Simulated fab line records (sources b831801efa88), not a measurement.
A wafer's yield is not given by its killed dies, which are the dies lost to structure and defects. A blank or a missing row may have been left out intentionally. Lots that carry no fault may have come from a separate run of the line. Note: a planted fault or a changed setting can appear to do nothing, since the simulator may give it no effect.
A struck lot beside a sound one ; flow sky130 ; 15 out of 708 route steps
Sound: wafers L639.1, L639.3, L639.4. Struck: wafers L641.1, L641.4, L641.6. Last of all comes the cause.
Each step with rows lists, per side, the tool, then ch with its chambers, then its first start. Under that, the readings that differ: sound wafers ; struck wafers ; difference of the means ; sigmas: that difference in standard deviations of wafers without a fault.
alike: same words and numbers on both sides, and readings whose means sit less than 2 such deviations apart. not compared: any withheld reading, any reading some wafer has no value for, any bound like >300 that may hide the same value, and any number with overlapping values for which the record gives no deviation.
The two part at a step that has a row with sigmas, a row that says differs or no value, or rows on one side only. Non-overlapping numbers with no deviation appear without sigmas and do not part them. A reading missing from all wafers of one side parts the sides only when that side holds two or more wafers.

first, 6 steps without rows for these wafers: SKY_LDD_N_HMDS_01 (prime time 60 s); SKY_LDD_N_COAT_02 (resist thk 300 nm); SKY_LDD_N_SOFTBAKE_03 (time 60 s); SKY_LDD_N_EXPOSE_04 (exposes mask NTM, target cd 840 nm); SKY_LDD_N_PEB_05; SKY_LDD_N_DEVELOP_06 (develop time 60 s).
SKY_LDD_N_OVL_MEAS_07:
  sound on overlay-01, day 20 14:01; struck on overlay-02, day 21 03:07
  alike: LDD_N_OVL
then, 5 steps without rows for these wafers: SKY_LDD_N_IMPLANT_08; SKY_LDD_N_IMPLANT_09; SKY_LDD_N_IMPLANT_10; SKY_LDD_N_IMPLANT_11; SKY_LDD_N_IMPLANT_12.
SKY_LDD_N_IMPLANT_13:
  sound on implanter-03 ch 0, day 20 14:47; struck on implanter-03 ch 0, day 21 03:53
reading;sound;struck;difference;sigmas
tilt_deg (degrees);30.026 29.976 30.012;-0.014 -0.006 -0.012;-30.015;-99 or more
  alike: beam_on_s, faraday_current_uA
after that, 1 step had no rows for these wafers: SKY_LDD_N_IMPLANT_14.
-- the record jumps here: 27 days lie between the struck wafers' starts before and after (it left off in module LDD_N and takes up again in module PAD_OPEN, whose first step shown is number 708 of the route) --
SKY_PAD_OPEN_PROBE_99:
  sound on prober-01, day 47 16:24; struck on prober-01, day 47 22:20
reading;sound;struck;difference;sigmas
model.etest.nfet_01v8_turned.vt_sat_v (V);0.6436 0.6497 0.6511;0.6575 0.6578 0.6538;+0.0082;
  alike: killed_at_M0_to_M3, killed_at_M4_up, killed_at_contacts, killed_at_front_end, killed_at_other, killed_dies, killed_open, killed_short

WHERE THEY PART
Within this record, at SKY_LDD_N_IMPLANT_13 only. Later steps at which nothing parts them and some readings are alike: SKY_PAD_OPEN_PROBE_99.

WHY: what the simulator had put in
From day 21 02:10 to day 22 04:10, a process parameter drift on implanter-03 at SKY_LDD_N_IMPLANT_13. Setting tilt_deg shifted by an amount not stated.
